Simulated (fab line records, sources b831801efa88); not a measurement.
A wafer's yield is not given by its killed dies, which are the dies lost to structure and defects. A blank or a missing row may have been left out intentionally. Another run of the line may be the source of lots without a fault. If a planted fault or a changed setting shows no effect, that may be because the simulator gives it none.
fab line records ; flow sky130
record: lots: 11; wafers: 33; lastDay: 50
route steps=708 shown GATE_OXIDE@200 POLY_GATE@234 LDD_HVN@276
lots that met no fault: taken from a fault-free run of the same line
startH: the number of hours between the record's first day and the start of the first shown wafer of the lot ; waitH: how many hours have passed since the lot's step before this one ; " repeats the value in the row above ; L1.1+2: one row covering several wafers at once ; - no value, or no start was given ; * or withheld: withheld ; < > ~ a bound
route shown NAME@n: names a module that has steps shown in the file, with the first one's number in the route ; usual: mean and standard deviation over wafers with no fault ; same: alike in all rows ; chamber/n: place in a boat ; sites: each site's reading ; _std_site: how widely they spread, as a standard deviation ; _edge_site: the outer-site mean with the inner-site mean subtracted ; radiusMm: how far each site lies from the wafer's centre ; mask NAME#n: copy n ; behind: tool/chamber where the wafer was last shaped ; hold: what put the lot on hold/how long, in hours/how the hold closed ; device: transistor that didn't switch, given as n, p or np ; end of line: at the end of the route, the tests of the same wafers ; a step with no rows: only its recipe ; killed: dies that structure and defects cost at the first sort, which is not the same as the wafer's yield ; map: dies across one wafer; x = killed, . = not, _ = none there
set.NAME: setting as actually run; set.NAME@STEP: the setting as run at that earlier step ; model.NAME: the simulator's own value behind a step, which no gauge read
steps of the route over a sample of lots; a table a step, a row a wafer
services: from which hour (startH, from the record's first day; less than 0 if before it) a tool's chamber was out of use, for how many hours, and why
== steps ==
step: SKY_GATE_OXIDE_STRIP_13
recipe: chemistry: O2/N2; powerW: 1400; pressureMtorr: 1500; platenTempC: withheld; o2FlowSccm: 3000; n2FlowSccm: 300; overashFraction: 0.5
usual: drypumpMotorCurrentA: 5.7/0.49; oesProductAu: 0.716/0.0048; stripTimeToEndpointS: 14.20/0.042
lot.wafer;tool;chamber;startH;waitH;drypumpMotorCurrentA;oesProductAu;rfHoursCounterH;stripTimeToEndpointS
L960.1;plasmaAsher-02;0;308.58;0.0;5.7;0.716;50;14.24
L960.4;plasmaAsher-02;0;308.58;0.0;5.7;0.716;-;14.23
L960.5;plasmaAsher-02;0;308.58;0.0;5.7;0.715;-;14.28
L961.1;plasmaAsher-02;0;324.52;0.0;5.7;0.721;51;14.29
L961.3;plasmaAsher-02;1;324.52;0.0;5.4;0.707;-;14.27
L961.5;plasmaAsher-02;1;324.52;0.0;5.4;0.727;-;14.29
L963.3;plasmaAsher-03;0;345.07;0.0;6.5;0.712;-;14.17
L963.4;plasmaAsher-03;1;345.07;0.0;5.0;0.719;-;14.19
L963.6;plasmaAsher-03;1;345.07;0.0;5.0;0.718;-;14.20
L964.2;plasmaAsher-03;0;351.33;0.0;6.5;0.718;63;14.20
L964.4;plasmaAsher-03;1;351.33;0.0;5.0;0.715;-;14.22
L964.5;plasmaAsher-03;0;351.33;0.0;6.5;0.724;-;14.16
L967.1;plasmaAsher-02;1;378.93;0.0;5.4;0.722;56;14.24
L967.3;plasmaAsher-02;0;378.93;0.0;5.7;0.718;-;14.24
L967.5;plasmaAsher-02;0;378.93;0.0;5.7;0.720;-;14.20
L968.1;plasmaAsher-03;1;379.39;0.0;5.0;0.716;66;14.23
L968.5;plasmaAsher-03;1;379.39;0.0;5.0;0.708;-;14.23
L968.6;plasmaAsher-03;0;379.39;0.0;6.5;0.716;-;14.21
L971.1;plasmaAsher-01;0;410.68;0.0;5.8;0.706;30;14.26
L971.2;plasmaAsher-01;1;410.68;0.0;5.5;0.724;30;14.23
L971.6;plasmaAsher-01;0;410.68;0.0;5.9;0.722;-;14.25
L976.2;plasmaAsher-01;0;474.73;0.0;5.8;0.717;37;14.14
L976.4;plasmaAsher-01;1;474.73;0.0;5.5;0.725;-;14.12
L976.5;plasmaAsher-01;1;474.73;0.0;5.5;0.719;-;14.11
L978.2;plasmaAsher-02;0;475.34;0.0;5.7;0.720;66;14.24
L978.3;plasmaAsher-02;1;475.34;0.0;5.5;0.711;-;14.24
L978.5;plasmaAsher-02;1;475.34;0.0;5.5;0.706;-;14.21
L979.2;plasmaAsher-03;1;484.37;0.0;5.0;0.714;5;14.19
L979.3;plasmaAsher-03;1;484.37;0.0;5.0;0.716;-;14.18
L979.5;plasmaAsher-03;0;484.37;0.0;6.5;0.712;-;14.22
L981.1;plasmaAsher-02;1;494.68;0.0;5.5;0.723;69;14.15
L981.3;plasmaAsher-02;0;494.68;0.0;5.7;0.707;-;14.19
L981.6;plasmaAsher-02;1;494.68;0.0;5.5;0.722;-;14.14
step: SKY_POLY_GATE_OXIDATION_20
recipe: tempC: 850; ambient: O2; stabiliseS: 600; purgeS: 300; targetThkA: 40; oxTimeS: 899
usual: spikeTcBottomC: 866.6/1; spikeTcCentreC: 850.1/1.1; spikeTcLowerC: 849.9/1.3; spikeTcUpperC: 850.5/0.92; tubeCenterTempC: 850/0.073; tube_center_temp_C_max: 852.2/0.38; zonePowerCentrePct: 17.1/0.71
same: purgeS: 300
lot.wafer;tool;chamber;startH;waitH;spikeTcBottomC;spikeTcCentreC;spikeTcLowerC;spikeTcUpperC;tubeCenterTempC;tube_center_temp_C_max;zonePowerCentrePct
L960.1;furnace-02;0;369.90;0.0;866.8;848.1;851.9;850.7;850.03;852.0;16.5
L960.4;furnace-02;0;369.90;0.0;864.2;849.4;851.6;851.2;850.05;852.4;16.3
L960.5;furnace-02;0;369.90;0.0;868.1;850.2;848.2;851.7;849.85;852.5;16.6
L961.1;furnace-01;0;391.75;2.6;868.1;850.7;847.1;851.0;849.96;852.0;17.9
L961.3;furnace-01;0;391.75;2.6;865.3;849.7;850.6;851.0;849.89;851.9;17.9
L961.5;furnace-01;0;391.75;2.6;867.5;851.9;848.2;850.1;849.92;851.7;17.7
L963.3;furnace-02;0;419.18;4.9;865.8;850.9;849.9;850.8;850.12;852.1;16.0
L963.4;furnace-02;0;419.18;4.9;866.0;850.0;849.2;850.0;849.93;852.2;16.3
L963.6;furnace-02;0;419.18;4.9;866.5;849.0;851.4;849.6;850.05;852.4;16.3
L964.2;furnace-02;0;422.99;1.6;866.8;849.5;850.6;849.4;849.85;851.9;16.2
L964.4;furnace-02;0;422.99;1.6;866.6;849.9;852.0;852.0;850.17;852.1;16.3
L964.5;furnace-02;0;422.99;1.6;867.1;849.7;850.7;849.8;849.95;852.4;16.6
L967.1;furnace-01;0;444.53;0.1;865.9;848.9;848.8;850.7;849.98;852.1;17.6
L967.3;furnace-01;0;444.53;0.1;866.9;851.2;850.6;851.3;849.99;852.2;17.7
L967.5;furnace-01;0;444.53;0.1;864.6;852.8;849.4;852.7;850.06;852.1;18.1
L968.1;furnace-02;0;444.83;0.0;865.5;849.9;849.1;850.7;849.94;852.2;16.6
L968.5;furnace-02;0;444.83;0.0;865.4;848.9;851.1;850.4;850.06;852.4;16.5
L968.6;furnace-02;0;444.83;0.0;867.2;850.3;850.4;848.9;850.03;852.2;16.2
L971.1;furnace-02;0;477.94;0.0;867.1;850.0;849.3;850.1;849.97;852.4;16.3
L971.2;furnace-02;0;477.94;0.0;866.1;850.8;850.0;849.0;850.07;852.7;16.5
L971.6;furnace-02;0;477.94;0.0;868.5;850.4;850.4;851.2;850.03;852.4;16.4
L976.2;furnace-02;0;541.73;0.0;874.8;856.9;856.3;858.4;856.9;858.9;16.8
L976.4;furnace-02;0;541.73;0.0;871.0;854.8;858.5;854.9;857.03;859.9;17.0
L976.5;furnace-02;0;541.73;0.0;871.9;854.8;858.6;857.3;857.06;859.2;16.8
L978.2;furnace-02;0;542.98;0.6;874.0;857.4;857.3;857.0;857.12;859.3;16.5
L978.3;furnace-02;0;542.98;0.6;873.2;858.0;858.2;857.7;856.81;858.5;16.8
L978.5;furnace-02;0;542.98;0.6;872.8;855.0;857.8;855.4;856.81;859.0;16.7
L979.2;furnace-02;0;549.56;0.0;873.3;856.1;855.6;856.9;856.89;858.6;17.1
L979.3;furnace-02;0;549.56;0.0;872.4;855.9;857.1;857.7;856.9;858.8;16.9
L979.5;furnace-02;0;549.56;0.0;873.5;856.8;858.8;856.1;856.94;859.5;16.3
L981.1;furnace-01;0;560.02;0.2;864.6;849.3;849.2;850.8;850.05;852.0;17.8
L981.3;furnace-01;0;560.02;0.2;866.5;851.4;848.5;850.6;850.06;852.9;17.9
L981.6;furnace-01;0;560.02;0.2;865.4;850.6;848.9;850.0;849.97;852.0;17.6
step: SKY_POLY_GATE_THK_MEAS_21
recipe: reads: SiO2_of_POLY_GATE_OXIDATION_20
usual: POLY_GATE_OXIDATION_THK: 4.00/0.071
lot.wafer;tool;chamber;startH;waitH;POLY_GATE_OXIDATION_THK[nm]
L960.1;filmMetro-04;-;371.16;0.0;4.01
L960.4;filmMetro-04;-;371.16;0.0;3.99
L960.5;filmMetro-04;-;371.16;0.0;4.02
L961.1;filmMetro-02;-;393.00;0.0;3.92
L961.3;filmMetro-02;-;393.00;0.0;3.90
L961.5;filmMetro-02;-;393.00;0.0;3.97
L963.3;filmMetro-04;-;420.45;0.0;4.10
L963.4;filmMetro-04;-;420.45;0.0;4.12
L963.6;filmMetro-04;-;420.45;0.0;4.05
L964.2;filmMetro-01;-;424.25;0.0;4.03
L964.4;filmMetro-01;-;424.25;0.0;3.98
L964.5;filmMetro-01;-;424.25;0.0;4.05
L967.1;filmMetro-02;-;445.78;0.0;3.89
L967.3;filmMetro-02;-;445.78;0.0;3.86
L967.5;filmMetro-02;-;445.78;0.0;3.87
L968.1;filmMetro-01;-;446.08;0.0;4.11
L968.5;filmMetro-01;-;446.08;0.0;4.09
L968.6;filmMetro-01;-;446.08;0.0;4.03
L971.1;filmMetro-04;-;479.19;0.0;3.93
L971.2;filmMetro-04;-;479.19;0.0;3.92
L971.6;filmMetro-04;-;479.19;0.0;3.94
L976.2;filmMetro-04;-;542.99;0.0;4.39
L976.4;filmMetro-04;-;542.99;0.0;4.37
L976.5;filmMetro-04;-;542.99;0.0;4.33
L978.2;filmMetro-02;-;544.24;0.0;4.32
L978.3;filmMetro-02;-;544.24;0.0;4.36
L978.5;filmMetro-02;-;544.24;0.0;4.39
L979.2;filmMetro-02;-;550.82;0.0;4.42
L979.3;filmMetro-02;-;550.82;0.0;4.44
L979.5;filmMetro-02;-;550.82;0.0;4.42
L981.1;filmMetro-01;-;561.27;0.0;4.08
L981.3;filmMetro-01;-;561.27;0.0;4.03
L981.6;filmMetro-01;-;561.27;0.0;4.00
step: SKY_POLY_GATE_CD_MEAS_22
usual: cdNm: 150.5/2.5
lot.wafer;tool;chamber;startH;waitH;cdNm
L960.1;cdSem-01;-;371.22;0.1;152.8
L960.4;cdSem-01;-;371.22;0.1;153.2
L960.5;cdSem-01;-;371.22;0.1;152.6
L961.1;cdSem-02;-;393.06;0.1;149.8
L961.3;cdSem-02;-;393.06;0.1;152.9
L961.5;cdSem-02;-;393.06;0.1;149.7
L963.3;cdSem-01;-;420.54;0.1;147.2
L963.4;cdSem-01;-;420.54;0.1;151.0
L963.6;cdSem-01;-;420.54;0.1;149.5
L964.2;cdSem-02;-;424.33;0.1;155.2
L964.4;cdSem-02;-;424.33;0.1;151.2
L964.5;cdSem-02;-;424.33;0.1;150.6
L967.1;cdSem-01;-;445.84;0.1;153.6
L967.3;cdSem-01;-;445.84;0.1;150.6
L967.5;cdSem-01;-;445.84;0.1;155.1
L968.1;cdSem-01;-;446.14;0.1;146.8
L968.5;cdSem-01;-;446.14;0.1;149.0
L968.6;cdSem-01;-;446.14;0.1;152.8
L971.1;cdSem-01;-;479.25;0.1;152.5
L971.2;cdSem-01;-;479.25;0.1;150.3
L971.6;cdSem-01;-;479.25;0.1;147.8
L976.2;cdSem-01;-;543.06;0.1;146.4
L976.4;cdSem-01;-;543.06;0.1;152.0
L976.5;cdSem-01;-;543.06;0.1;150.7
L978.2;cdSem-02;-;544.31;0.1;150.8
L978.3;cdSem-02;-;544.31;0.1;152.6
L978.5;cdSem-02;-;544.31;0.1;150.3
L979.2;cdSem-01;-;550.90;0.1;151.0
L979.3;cdSem-01;-;550.90;0.1;145.1
L979.5;cdSem-01;-;550.90;0.1;148.7
L981.1;cdSem-01;-;561.33;0.1;147.5
L981.3;cdSem-01;-;561.33;0.1;146.3
L981.6;cdSem-01;-;561.33;0.1;148.0
step: SKY_LDD_HVN_STRIP_09
recipe: chemistry: O2/N2; powerW: 1400; pressureMtorr: 1500; platenTempC: withheld; o2FlowSccm: 3000; n2FlowSccm: 300; overashFraction: 0.5
usual: drypumpMotorCurrentA: 5.60/0.18; oesProductAu: 0.408/0.0048; stripTimeToEndpointS: 4.133/0.017
lot.wafer;tool;chamber;startH;waitH;drypumpMotorCurrentA;oesProductAu;rfHoursCounterH;stripTimeToEndpointS
L960.1;plasmaAsher-01;0;462.62;0.1;5.83;0.403;36;4.162
L960.4;plasmaAsher-01;0;462.62;0.1;5.82;0.405;-;4.149
L960.5;plasmaAsher-01;0;462.62;0.1;5.82;0.399;-;4.135
L961.1;plasmaAsher-01;0;484.57;0.1;5.81;0.402;38;4.146
L961.3;plasmaAsher-01;0;484.57;0.1;5.80;0.408;-;4.164
L961.5;plasmaAsher-01;0;484.57;0.1;5.82;0.404;-;4.157
L964.2;plasmaAsher-01;1;516.57;0.1;5.53;0.406;41;4.141
L964.4;plasmaAsher-01;0;516.57;0.1;5.82;0.406;-;4.146
L964.5;plasmaAsher-01;1;516.57;0.1;5.51;0.410;-;4.147
L963.3;plasmaAsher-01;1;517.20;0.1;5.52;0.413;-;4.125
L963.4;plasmaAsher-01;0;517.20;0.1;5.83;0.419;-;4.126
L963.6;plasmaAsher-01;0;517.20;0.1;5.82;0.411;-;4.136
L967.1;plasmaAsher-02;0;536.72;0.1;5.68;0.399;72;4.149
L967.3;plasmaAsher-02;1;536.72;0.1;5.44;0.407;-;4.147
L967.5;plasmaAsher-02;0;536.72;0.1;5.71;0.417;-;4.137
L968.1;plasmaAsher-01;0;538.22;0.1;5.82;0.415;43;4.131
L968.5;plasmaAsher-01;0;538.22;0.1;5.83;0.416;-;4.125
L968.6;plasmaAsher-01;1;538.22;0.1;5.52;0.403;-;4.115
L971.1;plasmaAsher-01;0;570.57;0.1;5.82;0.407;47;4.144
L971.2;plasmaAsher-01;1;570.57;0.1;5.56;0.409;47;4.151
L971.6;plasmaAsher-01;0;570.57;0.1;5.81;0.393;-;4.150
L976.2;plasmaAsher-02;1;633.17;0.1;5.43;0.409;82;4.113
L976.4;plasmaAsher-02;1;633.17;0.1;5.42;0.409;-;4.118
L976.5;plasmaAsher-02;1;633.17;0.1;5.44;0.409;-;4.128
L978.2;plasmaAsher-04;0;633.47;0.1;5.09;0.409;95;4.152
L978.3;plasmaAsher-04;1;633.47;0.1;5.72;0.414;-;4.118
L978.5;plasmaAsher-04;0;633.47;0.1;5.10;0.405;-;4.110
L979.2;plasmaAsher-02;1;639.57;0.1;5.41;0.418;83;4.138
L979.3;plasmaAsher-02;1;639.57;0.1;5.43;0.400;-;4.152
L979.5;plasmaAsher-02;0;639.57;0.1;5.72;0.410;-;4.151
L981.1;plasmaAsher-02;1;650.12;0.1;5.48;0.412;84;4.146
L981.3;plasmaAsher-02;0;650.12;0.1;5.72;0.411;-;4.132
L981.6;plasmaAsher-02;1;650.12;0.1;5.44;0.404;-;4.150
== services ==
tool;chamber;startH;hours;kind
furnace-02;-;302.93;3.3;pm
furnace-02;-;322.31;8.4;repair
plasmaAsher-01;-;363.88;1.3;repair
furnace-01;-;375.54;3.9;pm
furnace-02;-;382.04;10.0;repair
plasmaAsher-03;-;398.08;4.0;repair
furnace-02;-;410.75;8.4;pm
plasmaAsher-03;-;421.25;9.0;pm
plasmaAsher-03;0;421.25;9.0;ventCycle
plasmaAsher-03;1;421.25;9.0;ventCycle
plasmaAsher-03;0;430.25;-;clean
plasmaAsher-03;1;430.25;-;clean
furnace-01;-;438.51;3.2;pm
plasmaAsher-04;-;466.99;4.4;repair
furnace-02;-;489.97;6.9;repair
plasmaAsher-03;-;491.41;2.8;pm
plasmaAsher-02;-;513.27;4.5;repair
furnace-02;-;516.50;20.4;repair
furnace-01;-;543.78;4.0;pm
furnace-01;-;557.97;2.0;pm
plasmaAsher-04;-;577.74;1.3;repair
furnace-02;-;585.92;3.6;pm
plasmaAsher-04;-;606.64;2.8;pm
plasmaAsher-01;-;614.40;28.1;pm
== key ==
firstSign: step: SKY_POLY_GATE_OXIDATION_20; reading: tubeCenterTempC; direction: up; sigmas: 82; usual: *; struck: *
effect: step: SKY_POLY_GATE_OXIDATION_20; reading: tube_center_temp_C_max; direction: up; sigmas: 18; usual: *; struck: *
effect: step: SKY_POLY_GATE_THK_MEAS_21; reading: POLY_GATE_OXIDATION_THK; direction: up; sigmas: 5.4; usual: 4.00; struck: 4.38
metAt SKY_POLY_GATE_OXIDATION_20
struckLots L976,L978,L979
testerLeftOut L976,L978,L979
notActingAt SKY_GATE_OXIDE_STRIP_13,SKY_POLY_GATE_CD_MEAS_22,SKY_LDD_HVN_STRIP_09
fault: kind: processParameterDrift; tool: furnace-02; chamber: -; onsetH: 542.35; steps: SKY_POLY_GATE_OXIDATION_20; channel: tempC; offset: *; shape: step; endH: 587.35; actsIn: *; stated: *
testerLeftOut: of these lots the tester's yield and bins aren't shown, on N5 and GAA mostly nor the transistor test; their killed dies are dies lost to structure and defects alone, not to doping, threshold or leakage, so they don't give the yield
